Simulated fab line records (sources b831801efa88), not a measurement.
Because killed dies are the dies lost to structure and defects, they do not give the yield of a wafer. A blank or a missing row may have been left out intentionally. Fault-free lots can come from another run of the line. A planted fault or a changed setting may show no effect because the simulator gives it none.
Which tool did it? || flow sfq line || 15 lots, 45 wafers sampled, at 2 steps of a route of 325

## WHAT THE GAUGES READ, wafer by wafer
SFQ_M0_RS_MEAS_904: measures by four-point-probe.
{"lot": "L643", "measured": "day 7 18:14", "on": "film metro-04", "M0_NB_RS (ohm/sq)": "0.889 0.881 0.887"}
{"lot": "L644", "measured": "day 8 02:35", "on": "film metro-01", "M0_NB_RS (ohm/sq)": "0.895 0.891 0.880"}
{"lot": "L645", "measured": "day 8 13:23", "on": "film metro-01", "M0_NB_RS (ohm/sq)": "0.875 0.883 0.880"}
{"lot": "L647", "measured": "day 9 07:45", "on": "film metro-01", "M0_NB_RS (ohm/sq)": "0.889 0.899 0.891"}
{"lot": "L648", "measured": "day 9 16:10", "on": "film metro-03", "M0_NB_RS (ohm/sq)": "0.883 0.892 0.886"}
{"lot": "L649", "measured": "day 10 01:46", "on": "film metro-03", "M0_NB_RS (ohm/sq)": "0.893 0.887 0.894"}
{"lot": "L650", "measured": "day 10 11:23", "on": "film metro-03", "M0_NB_RS (ohm/sq)": "0.885 0.885 0.875"}
{"lot": "L657", "measured": "day 12 05:23", "on": "film metro-03", "M0_NB_RS (ohm/sq)": "0.547 0.544 0.882"}
{"lot": "L658", "measured": "day 12 13:48", "on": "film metro-04", "M0_NB_RS (ohm/sq)": "0.544 0.874 0.887"}
{"lot": "L659", "measured": "day 12 19:04", "on": "film metro-04", "M0_NB_RS (ohm/sq)": "0.544 0.540 0.874"}
{"lot": "L660", "measured": "day 12 20:15", "on": "film metro-03", "M0_NB_RS (ohm/sq)": "0.882 0.885 0.891"}
{"lot": "L661", "measured": "day 13 06:09", "on": "film metro-04", "M0_NB_RS (ohm/sq)": "0.889 0.892 0.887"}
{"lot": "L662", "measured": "day 13 16:40", "on": "film metro-04", "M0_NB_RS (ohm/sq)": "0.899 0.896 0.896"}
{"lot": "L664", "measured": "day 15 01:35", "on": "film metro-03", "M0_NB_RS (ohm/sq)": "0.892 0.897 0.882"}
{"lot": "L666", "measured": "day 15 16:00", "on": "film metro-01", "M0_NB_RS (ohm/sq)": "0.862 0.870 0.875"}

## EACH LOT AND THE TOOL THAT RAN IT (in order: tool; ch and the chambers of the sampled wafers; start)
{"lot": "L643", "SFQ_TRILAYER_M0_DEP_SPUTTER_019": "pvd sputter-05, day 7 18:07"}
{"lot": "L644", "SFQ_TRILAYER_M0_DEP_SPUTTER_019": "pvd sputter-04, day 8 02:30"}
{"lot": "L645", "SFQ_TRILAYER_M0_DEP_SPUTTER_019": "pvd sputter-03, day 8 13:17"}
{"lot": "L647", "SFQ_TRILAYER_M0_DEP_SPUTTER_019": "pvd sputter-04, day 9 07:40"}
{"lot": "L648", "SFQ_TRILAYER_M0_DEP_SPUTTER_019": "pvd sputter-05, day 9 16:04"}
{"lot": "L649", "SFQ_TRILAYER_M0_DEP_SPUTTER_019": "pvd sputter-04, day 10 01:40"}
{"lot": "L650", "SFQ_TRILAYER_M0_DEP_SPUTTER_019": "pvd sputter-03, day 10 11:17"}
{"lot": "L657", "SFQ_TRILAYER_M0_DEP_SPUTTER_019": "pvd sputter-03, day 12 05:16"}
{"lot": "L658", "SFQ_TRILAYER_M0_DEP_SPUTTER_019": "pvd sputter-03, day 12 13:40"}
{"lot": "L659", "SFQ_TRILAYER_M0_DEP_SPUTTER_019": "pvd sputter-03, day 12 18:58"}
{"lot": "L660", "SFQ_TRILAYER_M0_DEP_SPUTTER_019": "pvd sputter-05, day 12 20:10"}
{"lot": "L661", "SFQ_TRILAYER_M0_DEP_SPUTTER_019": "pvd sputter-05, day 13 06:04"}
{"lot": "L662", "SFQ_TRILAYER_M0_DEP_SPUTTER_019": "pvd sputter-05, day 13 16:34"}
{"lot": "L664", "SFQ_TRILAYER_M0_DEP_SPUTTER_019": "pvd sputter-05, day 15 01:28"}
{"lot": "L666", "SFQ_TRILAYER_M0_DEP_SPUTTER_019": "pvd sputter-04, day 15 15:52"}
- SFQ_TRILAYER_M0_DEP_SPUTTER_019: material Nb, target thk 200 nm, time 133.3 s.

## WHAT THE TOOLS THEMSELVES READ (means of the sampled wafers that have a number; where no wafer has one, the mark that the record gives instead)
SFQ_TRILAYER_M0_DEP_SPUTTER_019.
{"lot": "L643", "tool": "pvd sputter-05", "resputter cathode voltage v (V)": 396, "throttle valve pct (%)": 29.1}
{"lot": "L644", "tool": "pvd sputter-04", "resputter cathode voltage v (V)": 401, "throttle valve pct (%)": 30.7}
{"lot": "L645", "tool": "pvd sputter-03", "resputter cathode voltage v (V)": 400, "throttle valve pct (%)": 29.6}
{"lot": "L647", "tool": "pvd sputter-04", "resputter cathode voltage v (V)": 403, "throttle valve pct (%)": 30.2}
{"lot": "L648", "tool": "pvd sputter-05", "resputter cathode voltage v (V)": 400, "throttle valve pct (%)": 29.2}
{"lot": "L649", "tool": "pvd sputter-04", "resputter cathode voltage v (V)": 398, "throttle valve pct (%)": 31.3}
{"lot": "L650", "tool": "pvd sputter-03", "resputter cathode voltage v (V)": 402, "throttle valve pct (%)": 29.8}
{"lot": "L657", "tool": "pvd sputter-03", "resputter cathode voltage v (V)": 400, "throttle valve pct (%)": 30.1}
{"lot": "L658", "tool": "pvd sputter-03", "resputter cathode voltage v (V)": 405, "throttle valve pct (%)": 29.7}
{"lot": "L659", "tool": "pvd sputter-03", "resputter cathode voltage v (V)": 398, "throttle valve pct (%)": 30.2}
{"lot": "L660", "tool": "pvd sputter-05", "resputter cathode voltage v (V)": 399, "throttle valve pct (%)": 29.4}
{"lot": "L661", "tool": "pvd sputter-05", "resputter cathode voltage v (V)": 397, "throttle valve pct (%)": 29.3}
{"lot": "L662", "tool": "pvd sputter-05", "resputter cathode voltage v (V)": 401, "throttle valve pct (%)": 29.0}
{"lot": "L664", "tool": "pvd sputter-05", "resputter cathode voltage v (V)": 398, "throttle valve pct (%)": 29.2}
{"lot": "L666", "tool": "pvd sputter-04", "resputter cathode voltage v (V)": 398, "throttle valve pct (%)": 31.2}

## THE ANSWER, worked out from the rows above alone
Rule: usual is defined by the lots themselves. Put in order of their means at a reading, lots are off if they are a third of the lots or fewer, leave a main group of 4 or more, and stand apart from it by a gap of 3 or more times the standard deviation of the main group's means; of several such gaps the widest counts. A main group is skipped when, at the precision printed for the reading in the tables above, its means are all equal. A lot without any number at a reading at which 4 lots or more have one is off too. All remaining lots with rows at the step are treated as sound. After the gauges, taken in route order, come the tools' own readings; for these a lot's mean is taken, as printed above. The first step at which some lot is off is used, and at that step the reading that is off furthest; a lot without a number counts as furthest.
Off: L657, L658, L659, at SFQ_M0_RS_MEAS_904 (M0_NB_RS). Main group: mean 0.887 ohm/sq, sd 0.007.
A tool fits if, at a process step before that reading, it ran every lot that is off, and no sound lot after the first of them. Gauges at SFQ_M0_RS_MEAS_904: tried the same way as those tools. One fits: pvd sputter-03 at SFQ_TRILAYER_M0_DEP_SPUTTER_019. Its last sound lot is L650 (day 10 11:17), its first lot that is off L657 (day 12 05:16): a fault that began between those two fits.

## WHAT HAD BEEN PUT IN BY THE SIMULATOR
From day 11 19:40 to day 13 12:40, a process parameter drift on pvd sputter-03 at SFQ_TRILAYER_M0_DEP_SPUTTER_019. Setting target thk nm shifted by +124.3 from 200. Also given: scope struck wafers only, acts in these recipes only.
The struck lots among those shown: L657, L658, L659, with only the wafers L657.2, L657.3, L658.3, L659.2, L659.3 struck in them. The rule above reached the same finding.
